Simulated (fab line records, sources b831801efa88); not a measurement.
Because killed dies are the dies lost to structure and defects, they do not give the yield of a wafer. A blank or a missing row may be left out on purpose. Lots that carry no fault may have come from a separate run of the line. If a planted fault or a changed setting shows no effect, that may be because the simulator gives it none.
The tool behind it: which one? / flow gf180mcu / 14 lots with 42 wafers sampled at 3 steps, on a route of 602 steps

WHAT EACH GAUGE READ, for each wafer
GF_STI_THK_MEAS_22.
lot=L573; measured=day 2 03:46; on=filmMetro-04; STI_OXIDATION_01_THK (nm)=15.46 15.16 15.44
lot=L575; measured=day 2 15:44; on=filmMetro-04; STI_OXIDATION_01_THK (nm)=15.23 15.23 15.27
lot=L576; measured=day 2 18:52; on=filmMetro-03; STI_OXIDATION_01_THK (nm)=14.51 14.95 14.53
lot=L577; measured=day 3 00:23; on=filmMetro-04; STI_OXIDATION_01_THK (nm)=14.86 14.58 14.75
lot=L586; measured=day 4 22:03; on=filmMetro-04; STI_OXIDATION_01_THK (nm)=15.18 15.15 15.12
lot=L588; measured=day 5 08:41; on=filmMetro-01; STI_OXIDATION_01_THK (nm)=15.13 15.19 15.33
lot=L589; measured=day 5 14:27; on=filmMetro-04; STI_OXIDATION_01_THK (nm)=14.92 15.10 15.03
lot=L590; measured=day 5 22:40; on=filmMetro-01; STI_OXIDATION_01_THK (nm)=14.74 14.72 14.89
lot=L591; measured=day 6 05:26; on=filmMetro-03; STI_OXIDATION_01_THK (nm)=14.96 14.87 14.92
lot=L592; measured=day 6 12:21; on=filmMetro-03; STI_OXIDATION_01_THK (nm)=15.33 15.33 15.45
lot=L593; measured=day 6 12:21; on=filmMetro-04; STI_OXIDATION_01_THK (nm)=15.08 15.23 15.02
lot=L594; measured=day 6 17:46; on=filmMetro-01; STI_OXIDATION_01_THK (nm)=14.97 15.06 14.66
lot=L595; measured=day 7 02:56; on=filmMetro-03; STI_OXIDATION_01_THK (nm)=15.34 15.37 15.29
lot=L596; measured=day 7 03:39; on=filmMetro-01; STI_OXIDATION_01_THK (nm)=14.80 14.85 14.81

GF_POLY_GATE_CD_MEAS_10 targets a cd of 280 nm.
lot=L573; measured=day 9 04:56; on=cdSem-02; cdNm (nm)=279.2 278.7 280.1
lot=L575; measured=day 9 19:41; on=cdSem-02; cdNm (nm)=280.6 280.1 279.8
lot=L576; measured=day 10 03:20; on=cdSem-02; cdNm (nm)=280.1 279.0 279.5
lot=L577; measured=day 10 08:57; on=cdSem-02; cdNm (nm)=278.6 277.4 278.5
lot=L586; measured=day 12 20:22; on=cdSem-01; cdNm (nm)=279.3 279.5 279.3
lot=L588; measured=day 13 13:26; on=cdSem-02; cdNm (nm)=282.2 281.8 281.3
lot=L589; measured=day 14 03:56; on=cdSem-02; cdNm (nm)=279.4 279.7 281.8
lot=L590; measured=day 14 18:36; on=cdSem-02; cdNm (nm)=279.1 281.0 279.6
lot=L591; measured=day 15 06:58; on=cdSem-01; cdNm (nm)=280.6 280.5 280.7
lot=L592; measured=day 15 13:04; on=cdSem-01; cdNm (nm)=280.7 280.4 279.3
lot=L593; measured=day 15 11:31; on=cdSem-02; cdNm (nm)=282.3 283.0 282.5
lot=L594; measured=day 15 15:54; on=cdSem-01; cdNm (nm)=279.1 279.8 280.1
lot=L595; measured=day 16 04:26; on=cdSem-01; cdNm (nm)=279.8 280.2 278.9
lot=L596; measured=day 16 07:10; on=cdSem-02; cdNm (nm)=278.2 277.6 278.0

WHAT TOOL EACH LOT RAN ON (gives the tool, then ch and the chambers of the sampled wafers, and finally the start)
lot=L573; GF_VT_IMPLANT_IMPLANT_08=implanter-04 ch 0, day 5 17:46
lot=L575; GF_VT_IMPLANT_IMPLANT_08=implanter-04 ch 0, day 6 05:59
lot=L576; GF_VT_IMPLANT_IMPLANT_08=implanter-04 ch 0, day 6 11:14
lot=L577; GF_VT_IMPLANT_IMPLANT_08=implanter-01 ch 0, day 6 14:35
lot=L586; GF_VT_IMPLANT_IMPLANT_08=implanter-01 ch 0, day 8 19:24
lot=L588; GF_VT_IMPLANT_IMPLANT_08=implanter-01 ch 0, day 9 09:37
lot=L589; GF_VT_IMPLANT_IMPLANT_08=implanter-04 ch 0, day 9 20:43
lot=L590; GF_VT_IMPLANT_IMPLANT_08=implanter-03 ch 0, day 10 09:44
lot=L591; GF_VT_IMPLANT_IMPLANT_08=implanter-04 ch 0, day 10 20:32
lot=L592; GF_VT_IMPLANT_IMPLANT_08=implanter-01 ch 0, day 10 23:33
lot=L593; GF_VT_IMPLANT_IMPLANT_08=implanter-04 ch 0, day 10 22:54
lot=L594; GF_VT_IMPLANT_IMPLANT_08=implanter-03 ch 0, day 11 03:47
lot=L595; GF_VT_IMPLANT_IMPLANT_08=implanter-04 ch 0, day 11 14:33
lot=L596; GF_VT_IMPLANT_IMPLANT_08=implanter-03 ch 0, day 11 15:19
- GF_VT_IMPLANT_IMPLANT_08

AS READ BY THE TOOLS THEMSELVES (means over the sampled wafers that have a number; for cases with no such wafer, the mark the record gives instead)
GF_VT_IMPLANT_IMPLANT_08.
lot=L573; tool=implanter-04; tiltDeg (degrees)=6.961
lot=L575; tool=implanter-04; tiltDeg (degrees)=7.406
lot=L576; tool=implanter-04; tiltDeg (degrees)=7.430
lot=L577; tool=implanter-01; tiltDeg (degrees)=7.016
lot=L586; tool=implanter-01; tiltDeg (degrees)=7.027
lot=L588; tool=implanter-01; tiltDeg (degrees)=6.999
lot=L589; tool=implanter-04; tiltDeg (degrees)=6.998
lot=L590; tool=implanter-03; tiltDeg (degrees)=7.012
lot=L591; tool=implanter-04; tiltDeg (degrees)=6.991
lot=L592; tool=implanter-01; tiltDeg (degrees)=7.021
lot=L593; tool=implanter-04; tiltDeg (degrees)=6.998
lot=L594; tool=implanter-03; tiltDeg (degrees)=7.016
lot=L595; tool=implanter-04; tiltDeg (degrees)=7.004
lot=L596; tool=implanter-03; tiltDeg (degrees)=6.992

THE ANSWER, worked out from the rows above alone
Rule: what is usual is taken from the lots themselves. The widest of any qualifying gaps counts: lots, ordered by their means at a reading, are off when they make up no more than a third of the lots, leave a main group of 4 or more, and stand apart from it by 3 or more times the standard deviation of that group's means. The tables above print the reading to a certain number of digits; a main group whose means all agree to those digits is not used. Also off: a lot with no number at a reading for which 4 or more lots have one. All remaining lots with rows at the step are treated as sound. First the gauges in route order, then the tools' own readings, where a lot's mean is used as printed above. At the first step where some lot is off, the reading lying furthest off is the one used; lots without a number count as furthest.
Off, at GF_VT_IMPLANT_IMPLANT_08 on tiltDeg: L575, L576. The main group: mean 7.003 degrees, standard deviation 0.017.
If a tool, at that step or one of the process steps before it, ran each lot that is off and ran no sound lot following the first of them, it fits. None of those tried fits.

WHAT THE SIMULATOR HAD INSERTED
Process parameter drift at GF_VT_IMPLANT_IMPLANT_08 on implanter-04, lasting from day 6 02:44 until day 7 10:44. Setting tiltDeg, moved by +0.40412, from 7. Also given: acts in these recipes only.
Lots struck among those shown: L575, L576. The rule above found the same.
